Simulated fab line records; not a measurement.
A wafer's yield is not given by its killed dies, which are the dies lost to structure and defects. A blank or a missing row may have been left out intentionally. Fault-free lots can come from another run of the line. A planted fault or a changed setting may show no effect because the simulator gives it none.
Code-filled problem report in 8D (eight disciplines) form -- flow gf180mcu -- the parts of the form that need people (team, actions taken, sign-off) are left out

1. THE PROBLEM
PASSIVATION_CVD_00_THK at GF_PASSIVATION_THK_MEAS_01 reads a mean of 1116 nm on 1 wafer of 1 lot; wafers without a fault read 998 nm with a standard deviation of 13. That is +9.1 standard deviations from the usual mean.
The first sign was on wafer L923.6 at day 30 15:29, on film_metro-04. The record holds 33 wafers of 11 lots with a number at this step. Rule for "out" (also "out of limits"): further than 4 standard deviations from the usual mean. Any other wafer with a number is counted as sound.

2. WHAT THIS IS AND IS NOT
question,is,is not
which readings at this step,PASSIVATION_CVD_00_THK,-
which lots,L923,"L917, L918, L919, L920, L921, L922, L936, L937, L938, L939"
which wafers of those lots,L923.6,"L923.3, L923.4"
read on which gauges,film_metro-04,film_metro-03
when,from day 30 15:29,"up to then (20 sound wafers); but 12 sound wafers of L936, L937, L938, L939 came after"

3. THE SUSPECTS, EACH WITH WHAT RULES IT OUT
Counting: if a tool at a process step up to the reading ran every lot that is out, it stays a suspect. Sound lots after the first of them don't rule it out here, since some wafers of a struck lot are sound.
- ruled out: the gauge at GF_PASSIVATION_THK_MEAS_01. All the wafers that are out were read on film_metro-04, but those of them that GF_PASSIVATION_CVD_00 has rows for are out there too, on other tools.
- pvd_sputter-02 at GF_MIM_SPUTTER_03 (material Ti, target thk 10 nm, time 6.7 s): kept. It ran the lot that is out, L923 (day 27 06:46).
- pvd_sputter-03 at GF_MIM_SPUTTER_08 (material AlCu, target thk 200 nm, time 10.6 s): kept. L923, the lot that is out, went through it at day 27 06:58; up to then, the latest sound lot through it was L921 at day 26 12:38.
- pecvd-02 at GF_PASSIVATION_CVD_00 (deposits SiO2 from TEOS, target thk 1000 nm, time 111.95 s): kept. L923, the lot that is out, went through it at day 30 15:21; up to then, the latest sound lot through it was L922 at day 30 13:46. Its own run_length_s readings are out on those wafers.
- Within pecvd-02 at GF_PASSIVATION_CVD_00, the wafers that are out were processed in chamber 0 and their sound lot-mates in chamber 2.
The count leaves pvd_sputter-02 at GF_MIM_SPUTTER_03, pvd_sputter-03 at GF_MIM_SPUTTER_08, and pecvd-02 at GF_PASSIVATION_CVD_00.

4. THE CAUSE (what the simulator had put in)
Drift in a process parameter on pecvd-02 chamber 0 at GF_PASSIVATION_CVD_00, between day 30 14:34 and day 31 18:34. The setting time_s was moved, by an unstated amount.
Counting left 3 suspects, and this tool is among them.

5. THE EFFECT CHAIN, in route order
Each row: a reading whose mean over the struck wafers that have a number lies more than 3 standard deviations from the usual. Scope: only readings with a usual standard deviation given in the record; hours: median across lots of the time from each lot's start at the first step in this table that gives one to its start at this step; sigmas: change in usual standard deviations.
hours,step,reading,usual,on struck wafers,change,sigmas
0,GF_PASSIVATION_CVD_00,run_length_s,140.1 s,153.1,+13.0,+27
0,GF_PASSIVATION_THK_MEAS_01,PASSIVATION_CVD_00_THK,998 nm,1116,+118,+9.1
18,GF_PASSIVATION_ETCH_11,oes_product_au,0.963 a.u.,0.991,+0.028,+4.1
It contains these process steps:
- GF_PASSIVATION_CVD_00: deposits SiO2 from TEOS, target thk 1000 nm, time 111.95 s.
- GF_PASSIVATION_ETCH_11: etches the open film in CF4/O2, stops on TiN, target depth 1800 nm, time 400 s.

6. HOW IT WOULD HAVE BEEN CAUGHT EARLIER
In this record the first reading out of limits at a measuring or inspecting step was taken at day 30 15:29, 1 hour after the fault began at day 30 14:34.
The tool's own readings at GF_PASSIVATION_CVD_00 were out on every struck wafer that the step has a row for (run_length_s): an alarm limit on them would have fired on the first of those.
The start of GF_PASSIVATION_CVD_00 on pecvd-02 came by day 30 15:29 for every one of the lots that are out (1). Had the tool been put on hold then, not one of them would have been saved.
